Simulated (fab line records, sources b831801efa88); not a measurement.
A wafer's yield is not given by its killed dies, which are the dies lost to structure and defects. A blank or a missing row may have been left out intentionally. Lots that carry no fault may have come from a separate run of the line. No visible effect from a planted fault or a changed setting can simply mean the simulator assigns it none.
fab line records    flow sky130
record lots=6  wafers=18  lastDay=50
route steps=708 shown NWELL@59 PAD_OPEN@708
lots that met no fault: from a run of the same line without faults
startH: start of the lot's first displayed wafer, in hours after the record's first day    waitH: how many hours have passed since the lot's step before this one    " same as the row above    L1.1+2: a row that stands for several wafers    - no value, or no start was given    * or withheld: withheld    < > ~ a bound
route shown NAME@n: names a module that has steps shown in the file, with the first one's number in the route    usual: mean and standard deviation over wafers with no fault    same: alike in all rows    chamber/n: place in a boat    sites: the reading at each site    _std_site: the standard deviation of these    _edge_site: inner sites' mean taken away from outer sites' mean    radiusMm: for every site, how far away it sits from the centre of the wafer    mask NAME#n: copy n    behind: the tool/chamber that last shaped the wafer    hold: the reason the lot was held/the length of the hold in hours/how it ended    device: transistor that didn't switch, given as n, p or np    end of line: tests run on the same wafers once the route is complete    a step without rows: its recipe alone    killed: dies lost to structure and defects at the first sort, not the wafer's yield    map: the dies of a wafer, with x for killed, . for not killed, _ for no die there
set.NAME: setting as actually run; set.NAME@STEP: the setting as run at that earlier step    model.NAME: the simulator's own value behind a step, which no gauge read
lots at some steps of the route; a table a step, a row a wafer
services: when a tool's chamber went out of use (startH, in hours from the record's first day, below 0 if earlier), for how many hours, and the reason
## steps
# step SKY_NWELL_SOFTBAKE_06
# recipe tempC=110  timeS=withheld
# step SKY_NWELL_EXPOSE_07
# recipe maskId=NWM  na=0.6  sourceShape=conventional  sigmaOuter=0.6  polarization=unpolarized  targetCdNm=840  doseMj=255
# step SKY_NWELL_PEB_08
# recipe tempC=115  timeS=withheld
# step SKY_NWELL_DEVELOP_09
# recipe wallAngleDeg=90  developer=TMAH  developTimeS=60  devTempC=23
# step SKY_NWELL_OVL_MEAS_10
# usual NWELL_00_OVL=-1.9/1.4
lot.wafer  tool        chamber  startH  waitH  NWELL_00_OVL[nm]
L910.1     overlay-01  -        94.15   -      -1.1
L910.4     "           -        "       "      -1.5
L910.6     "           -        "       "      -1.4
L917.1     overlay-01  -        141.59  -      -2.4
L917.5     "           -        "       "      -1.4
L917.6     "           -        "       "      -2.8
L921.3     overlay-01  -        165.30  -      -1.3
L921.5     "           -        "       "      -4.0
L921.6     "           -        "       "      -4.2
L924.3     overlay-02  -        180.50  -      -2.9
L924.4     "           -        "       "      -2.3
L924.5     "           -        "       "      -1.5
L926.3     overlay-01  -        192.55  -      -4.3
L926.5     "           -        "       "      -3.5
L926.6     "           -        "       "      -4.1
L931.1     overlay-02  -        221.44  -      -1.3
L931.3     "           -        "       "      -0.5
L931.4     "           -        "       "      0.1
# step SKY_NWELL_IMPLANT_11
# recipe species=P  energyKev=400  doseCm2=1.9e+13  tiltDeg=withheld
# step SKY_NWELL_IMPLANT_12
# recipe species=P  energyKev=120  doseCm2=1.3e+12  tiltDeg=withheld
# step SKY_NWELL_IMPLANT_13
# recipe species=P  energyKev=50  doseCm2=6.857e+11  tiltDeg=withheld
# step SKY_NWELL_STRIP_14
# recipe chemistry=O2/N2  powerW=1400  pressureMtorr=1500  platenTempC=withheld  o2FlowSccm=3000  n2FlowSccm=300  overashFraction=0.5
# usual drypumpMotorCurrentA=5.7/0.42  oesProductAu=0.722/0.0047  stripTimeToEndpointS=36.96/0.1
lot.wafer  tool            chamber  startH  waitH  drypumpMotorCurrentA  oesProductAu  rfHoursCounterH  stripTimeToEndpointS
L910.1     plasmaAsher-02  0        94.64   0.1    5.7                   0.728         27               36.99
L910.4     "               1        "       "      5.1                   0.725         -                37.00
L910.6     "               1        "       "      5.1                   0.716         -                36.97
L917.1     plasmaAsher-04  0        142.08  0.1    6.0                   0.720         2                36.96
L917.5     "               0        "       "      5.9                   0.725         -                37.05
L917.6     "               1        "       "      6.3                   0.719         -                37.00
L921.3     plasmaAsher-04  1        165.80  0.1    6.3                   0.718         -                36.92
L921.5     "               1        "       "      6.3                   0.728         -                36.84
L921.6     "               0        "       "      6.0                   0.725         -                36.90
L924.3     plasmaAsher-04  1        181.00  0.1    6.3                   0.726         -                36.94
L924.4     "               0        "       "      5.9                   0.725         -                37.05
L924.5     "               1        "       "      6.3                   0.730         -                37.06
L926.3     plasmaAsher-01  0        193.05  0.1    5.2                   0.713         -                37.08
L926.5     "               0        "       "      5.2                   0.719         -                37.00
L926.6     "               1        "       "      5.7                   0.717         -                36.96
L931.1     plasmaAsher-02  0        221.93  0.1    5.7                   0.726         39               36.89
L931.3     "               1        "       "      5.1                   0.723         -                36.78
L931.4     "               0        "       "      5.7                   0.725         -                36.79
# step SKY_NWELL_TW_MEAS_15
# usual NWELL_TW=1826/14
lot.wafer  tool          chamber  startH  waitH  NWELL_TW
L910.1     filmMetro-01  -        94.74   0.1    1789
L910.4     "             -        "       "      1790
L910.6     "             -        "       "      1805
L917.1     filmMetro-04  -        142.18  0.1    1827
L917.5     "             -        "       "      1839
L917.6     "             -        "       "      1823
L921.3     filmMetro-04  -        165.89  0.1    1838
L921.5     "             -        "       "      1842
L921.6     "             -        "       "      1834
L924.3     filmMetro-01  -        181.09  0.1    1794
L924.4     "             -        "       "      1800
L924.5     "             -        "       "      1803
L926.3     filmMetro-04  -        193.14  0.1    1821
L926.5     "             -        "       "      1827
L926.6     "             -        "       "      1828
L931.1     filmMetro-02  -        222.03  0.1    1823
L931.3     "             -        "       "      1816
L931.4     "             -        "       "      1827
# step SKY_NWELL_DEHYDRATE_16
# recipe tempC=200  timeS=60
# step SKY_NWELL_HMDS_17
# recipe primeTimeS=60  primeTempC=120
# step SKY_NWELL_COAT_18
# recipe spinRpm=2000  resistThkNm=3000
# usual chillPlateTempC=22.97/0.096  spinSpeedRpm=2000.1/1.8
lot.wafer  tool           chamber  startH  waitH  chillPlateTempC  spinSpeedRpm  model.coat_of_NWELL_COAT_18.thkNm
L910.1     lithoTrack-03  0        102.25  0.1    22.94            2002.6        3003
L910.4     "              0        "       "      22.90            2000.4        2997
L910.6     "              0        "       "      22.80            1998.7        3011
L917.1     lithoTrack-03  0        152.35  0.1    23.12            1999.9        1700
L917.5     "              0        "       "      23.11            1999.5        1697
L917.6     "              0        "       "      22.98            1999.8        1703
L921.3     lithoTrack-03  0        176.80  0.1    22.99            2001.4        1703
L921.5     "              0        "       "      22.87            2001.4        1703
L921.6     "              0        "       "      23.05            2000.6        1703
L924.3     lithoTrack-01  0        191.09  0.1    23.07            1998.1        2985
L924.4     "              0        "       "      23.02            1999.1        2978
L924.5     "              0        "       "      23.04            2000.2        2980
L926.3     lithoTrack-01  0        204.14  0.1    22.90            2001.6        3003
L926.5     "              0        "       "      23.14            2001.8        2997
L926.6     "              0        "       "      22.92            2000.4        2996
L931.1     lithoTrack-01  0        232.59  0.1    22.90            2000.1        2997
L931.3     "              0        "       "      22.88            1999.5        2992
L931.4     "              0        "       "      22.97            1996.3        3003
# step SKY_NWELL_SOFTBAKE_19
# recipe tempC=110  timeS=withheld
# step SKY_NWELL_EXPOSE_20
# recipe maskId=NWM_COMPLEMENT  na=0.6  sourceShape=conventional  sigmaOuter=0.6  polarization=unpolarized  targetCdNm=840  doseMj=260
# step SKY_NWELL_PEB_21
# recipe tempC=115  timeS=withheld
# step SKY_NWELL_DEVELOP_22
# recipe wallAngleDeg=90  developer=TMAH  developTimeS=60  devTempC=23
# usual chillPlateTempC=22.99/0.098
lot.wafer  tool           chamber  startH  waitH  chillPlateTempC  model.coat_of_NWELL_COAT_18.thkNm
L910.1     lithoTrack-03  0        -       -      23.06            2999
L910.4     "              0        "       "      22.93            2993
L910.6     "              0        "       "      22.90            3007
L917.1     lithoTrack-03  0        -       -      23.08            1696
L917.5     "              0        "       "      22.95            1693
L917.6     "              0        "       "      23.03            1699
L921.3     lithoTrack-01  0        -       -      22.96            1699
L921.5     "              0        "       "      23.13            1698
L921.6     "              0        "       "      23.14            1698
L924.3     lithoTrack-04  0        -       -      22.98            2981
L924.4     "              0        "       "      23.02            2974
L924.5     "              0        "       "      22.99            2976
L926.3     lithoTrack-04  0        -       -      23.09            2998
L926.5     "              0        "       "      22.91            2993
L926.6     "              0        "       "      22.95            2991
L931.1     lithoTrack-01  0        -       -      23.02            2993
L931.3     "              0        "       "      22.91            2987
L931.4     "              0        "       "      23.07            2999
# step SKY_NWELL_OVL_MEAS_23
# usual NWELL_01_OVL=-0.6/1.2
lot.wafer  tool        chamber  startH  waitH  NWELL_01_OVL[nm]
L910.1     overlay-02  -        112.70  -      -1.9
L910.4     "           -        "       "      -2.6
L910.6     "           -        "       "      0.1
L917.1     overlay-01  -        162.90  -      0.1
L917.5     "           -        "       "      -0.4
L917.6     "           -        "       "      -1.0
L921.3     overlay-01  -        187.41  -      -1.0
L921.5     "           -        "       "      -0.2
L921.6     "           -        "       "      -0.9
L924.3     overlay-01  -        202.65  -      -0.7
L924.4     "           -        "       "      -0.5
L924.5     "           -        "       "      0.1
L926.3     overlay-01  -        215.00  -      0.6
L926.5     "           -        "       "      -0.8
L926.6     "           -        "       "      -1.1
L931.1     overlay-02  -        244.34  -      -2.4
L931.3     "           -        "       "      -0.3
L931.4     "           -        "       "      -3.4
# step SKY_NWELL_IMPLANT_24
# recipe species=B  energyKev=141  doseCm2=9.2e+12  tiltDeg=withheld
# step SKY_NWELL_STRIP_25
# recipe chemistry=O2/N2  powerW=1400  pressureMtorr=1500  platenTempC=withheld  o2FlowSccm=3000  n2FlowSccm=300  overashFraction=0.5
# usual drypumpMotorCurrentA=5.6/0.42  oesProductAu=0.723/0.0041  stripTimeToEndpointS=36.99/0.13
lot.wafer  tool            chamber  startH  waitH  drypumpMotorCurrentA  oesProductAu  rfHoursCounterH  stripTimeToEndpointS
L910.1     plasmaAsher-01  1        112.89  0.1    5.7                   0.729         43               36.92
L910.4     "               0        "       "      5.2                   0.721         -                36.88
L910.6     "               1        "       "      5.7                   0.727         -                37.04
L917.1     plasmaAsher-04  1        163.09  0.1    6.3                   0.721         5                21.82
L917.5     "               0        "       "      5.9                   0.716         -                21.78
L917.6     "               1        "       "      6.3                   0.712         -                21.86
L921.3     plasmaAsher-04  0        187.61  0.1    6.0                   0.718         -                21.85
L921.5     "               1        "       "      6.3                   0.717         -                21.86
L921.6     "               0        "       "      5.9                   0.720         -                21.85
L924.3     plasmaAsher-02  1        202.85  0.1    5.1                   0.721         -                36.74
L924.4     "               0        "       "      5.7                   0.724         -                36.66
L924.5     "               1        "       "      5.1                   0.723         -                36.67
L926.3     plasmaAsher-01  1        215.20  0.1    5.7                   0.717         -                36.95
L926.5     "               0        "       "      5.2                   0.727         -                36.88
L926.6     "               1        "       "      5.7                   0.724         -                36.85
L931.1     plasmaAsher-04  0        244.53  0.1    5.9                   0.731         13               36.87
L931.3     "               0        "       "      5.9                   0.714         -                36.82
L931.4     "               1        "       "      6.3                   0.724         -                36.95
# step SKY_NWELL_TW_MEAS_26
# usual NWELL_2_TW=495/5.3
lot.wafer  tool          chamber  startH  waitH  NWELL_2_TW
L910.1     filmMetro-04  -        112.99  0.1    500
L910.4     "             -        "       "      497
L910.6     "             -        "       "      498
L917.1     filmMetro-01  -        163.19  0.1    489
L917.5     "             -        "       "      489
L917.6     "             -        "       "      487
L921.3     filmMetro-01  -        187.70  0.1    493
L921.5     "             -        "       "      493
L921.6     "             -        "       "      494
L924.3     filmMetro-04  -        202.94  0.1    497
L924.4     "             -        "       "      500
L924.5     "             -        "       "      498
L926.3     filmMetro-01  -        215.29  0.1    488
L926.5     "             -        "       "      490
L926.6     "             -        "       "      488
L931.1     filmMetro-04  -        244.63  0.1    500
L931.3     "             -        "       "      503
L931.4     "             -        "       "      503
# step SKY_PAD_OPEN_PROBE_99
lot.wafer  tool       chamber  startH   waitH  model.etest.nfet_16v.rOnOhmUm  model.etest.pfet_16v.rOnOhmUm  model.etest.resIsoPwell.widthNm  model.etest.resNwell.widthNm  model.etest.pfet_16v.driveUaUm
L910.1     prober-01  -        1108.41  0.1    1.428e+04                      1.567e+04                      2646                             843.2                         242.7
L910.4     prober-01  -        1108.56  0.2    1.423e+04                      1.52e+04                       2645                             844.3                         246.9
L910.6     prober-01  -        1108.66  0.2    1.429e+04                      1.539e+04                      2647                             843.5                         244.2
L917.1     prober-01  -        1139.74  0.1    1.475e+04                      1.452e+04                      2752                             800.5                         257.1
L917.5     prober-01  -        1139.94  0.2    1.461e+04                      1.416e+04                      2748                             795.5                         261.1
L917.6     prober-01  -        1139.99  0.2    1.488e+04                      1.452e+04                      2744                             796                           255
L921.3     prober-02  -        1158.45  0.2    1.486e+04                      1.44e+04                       2745                             800.2                         263.7
L921.5     prober-02  -        1158.55  0.2    1.481e+04                      1.458e+04                      2748                             797.5                         262
L921.6     prober-02  -        1158.60  0.2    1.497e+04                      1.47e+04                       2730                             805                           258.3
L924.3     prober-01  -        1171.32  0.2    1.427e+04                      1.476e+04                      2653                             839.3                         247.3
L924.4     prober-01  -        1171.37  0.2    1.435e+04                      1.494e+04                      2650                             839.1                         248.4
L924.5     prober-01  -        1171.42  0.2    1.411e+04                      1.491e+04                      2650                             844.2                         248.7
L926.3     prober-02  -        1180.77  0.2    1.415e+04                      1.531e+04                      2661                             833.1                         238.3
L926.5     prober-02  -        1180.87  0.2    1.4e+04                        1.528e+04                      2646                             827.8                         241
L926.6     prober-02  -        1180.92  0.2    1.411e+04                      1.537e+04                      2653                             830.1                         239.6
L931.1     prober-02  -        1201.64  0.1    1.406e+04                      1.465e+04                      2652                             837.1                         249.6
L931.3     prober-02  -        1201.74  0.2    1.418e+04                      1.472e+04                      2645                             839.2                         250.7
L931.4     prober-02  -        1201.79  0.2    1.389e+04                      1.47e+04                       2639                             839.9                         249.5
# killed by level:class
L910.1 VIA1:geometricParticle:open=13 METAL1:geometricParticle:short=9 VIA3:geometricParticle:open=9 LI_CONTACT:geometricParticle:open=8 METAL2:geometricParticle:short=7 CONTACT:geometricParticle:open=6 LI_CONTACT:geometricParticle:short=5 CONTACT:geometricParticle:short=5
L910.4 POLY_GATE:geometricParticle:short=9 VIA1:geometricParticle:open=7 METAL2:geometricParticle:short=6 POLY_GATE:geometricParticle:open=6 VIA3:geometricParticle:open=6 CONTACT:geometricParticle:short=6 CONTACT:geometricParticle:open=6 METAL1:geometricParticle:short=6
L910.6 VIA2:geometricParticle:open=10 CONTACT:geometricParticle:open=9 LI_CONTACT:geometricParticle:open=8 VIA1:geometricParticle:open=7 CONTACT:geometricParticle:short=6 METAL2:geometricParticle:short=6 METAL1:geometricParticle:short=6 VIA1:geometricParticle:short=5
L924.3 CONTACT:geometricParticle:open=16 VIA1:geometricParticle:open=13 LI_CONTACT:geometricParticle:open=9 VIA2:geometricParticle:open=9 POLY_GATE:geometricParticle:short=7 METAL1:geometricParticle:short=7 FIELD_ISO:geometricParticle:short=5 VIA3:geometricParticle:open=5
L924.4 CONTACT:geometricParticle:open=15 VIA1:geometricParticle:open=13 VIA2:geometricParticle:open=12 LI_CONTACT:geometricParticle:open=8 VIA1:geometricParticle:short=7 VIA3:geometricParticle:short=6 METAL1:geometricParticle:short=5 METAL2:geometricParticle:short=5
L924.5 LI_CONTACT:geometricParticle:open=20 VIA1:geometricParticle:open=15 POLY_GATE:geometricParticle:short=9 METAL4:geometricParticle:short=8 CONTACT:geometricParticle:open=7 METAL1:geometricParticle:short=6 VIA2:geometricParticle:open=6 VIA1:geometricParticle:short=5
L926.3 VIA1:geometricParticle:open=12 CONTACT:geometricParticle:open=11 VIA3:geometricParticle:open=9 LI_CONTACT:geometricParticle:open=9 VIA2:geometricParticle:open=9 METAL1:geometricParticle:short=8 POLY_GATE:geometricParticle:short=5 VIA3:geometricParticle:short=5
L926.5 CONTACT:geometricParticle:open=9 VIA2:geometricParticle:short=7 METAL1:geometricParticle:short=7 VIA1:geometricParticle:open=7 POLY_GATE:geometricParticle:short=6 VIA3:geometricParticle:open=6 FIELD_ISO:geometricParticle:short=4 POLY_GATE:geometricParticle:open=4
L926.6 CONTACT:geometricParticle:open=12 VIA1:geometricParticle:open=9 POLY_GATE:geometricParticle:open=8 FIELD_ISO:geometricParticle:short=6 POLY_GATE:geometricParticle:short=6 LI_CONTACT:geometricParticle:open=6 VIA2:geometricParticle:open=5 VIA3:geometricParticle:open=5
L931.1 VIA1:geometricParticle:open=10 VIA3:geometricParticle:open=8 VIA1:geometricParticle:short=7 METAL1:geometricParticle:short=6 LI_CONTACT:geometricParticle:short=6 VIA2:geometricParticle:open=6 CONTACT:geometricParticle:open=6 LI_CONTACT:geometricParticle:open=5
L931.3 VIA1:geometricParticle:open=17 METAL2:geometricParticle:short=7 FIELD_ISO:geometricParticle:short=6 LOCAL_INTERCONNECT:geometricParticle:short=6 CONTACT:geometricParticle:open=6 VIA3:geometricParticle:open=6 FIELD_ISO:geometricParticle:open=5 VIA2:geometricParticle:short=5
L931.4 VIA1:geometricParticle:open=12 CONTACT:geometricParticle:open=10 VIA2:geometricParticle:open=8 VIA3:geometricParticle:open=6 METAL1:geometricParticle:short=5 VIA3:geometricParticle:short=4 FIELD_ISO:geometricParticle:short=4 VIA1:geometricParticle:short=4
## services
tool            chamber  startH  hours  kind
plasmaAsher-04  -        108.75  9.0    pm
plasmaAsher-04  0        108.75  9.0    ventCycle
plasmaAsher-04  1        108.75  9.0    ventCycle
plasmaAsher-04  0        117.75  -      clean
plasmaAsher-04  1        117.75  -      clean
lithoTrack-01   -        171.18  -      consumableReplace:filter
## key
firstSign step=SKY_NWELL_STRIP_25  reading=stripTimeToEndpointS  direction=down  sigmas=99+  usual=*  struck=*
effect none on later readings
modelEffect step=SKY_NWELL_COAT_18  value=coat_of_NWELL_COAT_18.thkNm  without=3011  struck=1701
modelEffect step=SKY_NWELL_DEVELOP_22  value=coat_of_NWELL_COAT_18.thkNm  without=3007  struck=1697
modelEffect step=SKY_PAD_OPEN_PROBE_99  value=etest.nfet_16v.rOnOhmUm  without=1.422e+04  struck=1.481e+04
metAt SKY_NWELL_COAT_18
struckWafers L917.1,L917.5,L917.6,L921.3,L921.5,L921.6
sortLeftOut L917.1,L917.5,L917.6,L921.3,L921.5,L921.6
testerLeftOut L917,L921
onsetBetween 102.25 152.35
fault kind=processParameterDrift  tool=lithoTrack-03  chamber=-  onsetH=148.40  steps=SKY_NWELL_COAT_18  channel=resistThkNm  offset=-1304.7  shape=step  endH=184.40  actsIn=theseRecipesOnly  stated=3000
# testerLeftOut: of these lots the tester's yield and bins aren't shown, on N5 and GAA mostly nor the transistor test; their killed dies are dies lost to structure and defects alone, not to doping, threshold or leakage, so they don't give the yield
# sortLeftOut: the simulated sort isn't trusted on such a fault, so these wafers' sort isn't shown, and their yield isn't known
